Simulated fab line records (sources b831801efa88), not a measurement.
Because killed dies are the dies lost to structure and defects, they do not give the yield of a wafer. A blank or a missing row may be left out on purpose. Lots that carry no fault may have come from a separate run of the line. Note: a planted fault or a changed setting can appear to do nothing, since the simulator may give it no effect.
Problem report in the 8D (eight disciplines) form, filled by code / flow sky130 / the parts of the form that need people (team, actions taken, sign-off) are left out

1. WHAT WENT WRONG
Wafers free of any fault read 0.282 ohm/sq (standard deviation 0.0033) for LI_CONTACT_W_RS at SKY_LI_CONTACT_RS_MEAS_22, against a mean of 0.197 ohm/sq on 6 wafers of 2 lots. That puts it -26 standard deviations away from the usual mean.
The step: measures by four-point-probe.
First observed at day 35 23:57: wafer L375.1, on film metro-01. The record has a number at this step for 33 wafers belonging to 11 lots. By rule, "out" or "out of limits" means more than 4 standard deviations away from the usual mean. All remaining wafers that have a number are taken as sound.

2. WHAT IT IS; WHAT IT IS NOT
question=which readings at this step | is=LI_CONTACT_W_RS | is not=-
question=which lots | is=L375, L376 | is not=L354, L355, L360, L362, L363, L368, L370, L374, L377
question=which wafers of those lots | is=all that have a number | is not=-
question=read on which gauges | is=film metro-01, film metro-04 | is not=film metro-02
question=when | is=from day 35 23:57 | is not=up to then (24 sound wafers); but 3 sound wafers of L377 came after

3. SUSPECTS, AND WHAT RULES EACH OUT
Counting: a tool at a process step up to the reading stays a suspect if it ran every lot that is out and no sound lot after the first of them.
- the gauge at SKY_LI_CONTACT_RS_MEAS_22 has been ruled out. Those wafers that are out were read across 2 gauges (film metro-01, film metro-04).
- cvd w-01 at SKY_LI_CONTACT_CVD_21 (deposits W, target thk 400 nm, time 120.56 s): kept. It ran every lot that is out, first L375 (day 35 23:50), and no sound lot after that; its last sound lot up to then is L363 (day 32 14:41).
Remaining after the count: cvd w-01 at SKY_LI_CONTACT_CVD_21.

4. THE CAUSE (what the simulator had put in)
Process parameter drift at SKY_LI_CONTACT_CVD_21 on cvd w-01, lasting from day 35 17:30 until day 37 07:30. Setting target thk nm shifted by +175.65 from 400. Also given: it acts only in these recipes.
This tool alone remained once counting was done.

5. THE EFFECT CHAIN, in route order
Each row: a reading where the mean over the struck wafers with a number is more than 3 standard deviations away from the usual. Only readings for which the record gives a usual standard deviation are gone through. hours: the time from each lot's start at the first step in this table that gives one to its start at this step, as a median over the lots. sigmas: the change in usual standard deviations.
hours=0; step=SKY_LI_CONTACT_RS_MEAS_22; reading=LI_CONTACT_W_RS; usual=0.282 ohm/sq; on struck wafers=0.197; change=-0.085; sigmas=-26
hours=0; step=SKY_LI_CONTACT_CMP_24; reading=time to endpoint s; usual=99 s; on struck wafers=141; change=+42; sigmas=+12
Process steps it contains:
- SKY_LI_CONTACT_CMP_24: polishes, stops on PSG, t overpolish 20 s, target thk 0 nm.
Readings that are blank on the struck wafers while sound wafers have them: LI_CONTACT_W_THK at SKY_LI_CONTACT_THK_MEAS_23.

6. WHAT WOULD HAVE CAUGHT IT SOONER
6 hours passed between the start of the fault at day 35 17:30 and the first reading out of limits at a measuring or inspecting step in this record, taken at day 35 23:57.
No tool reading at SKY_LI_CONTACT_CVD_21 that has a usual standard deviation in the record was out on any struck wafer, so an alarm limit of 4 standard deviations on those readings would not have fired.
L376, from the lots that are out (2), started SKY_LI_CONTACT_CVD_21 on cvd w-01 later than day 35 23:57. Holding the tool at that time would have saved it.
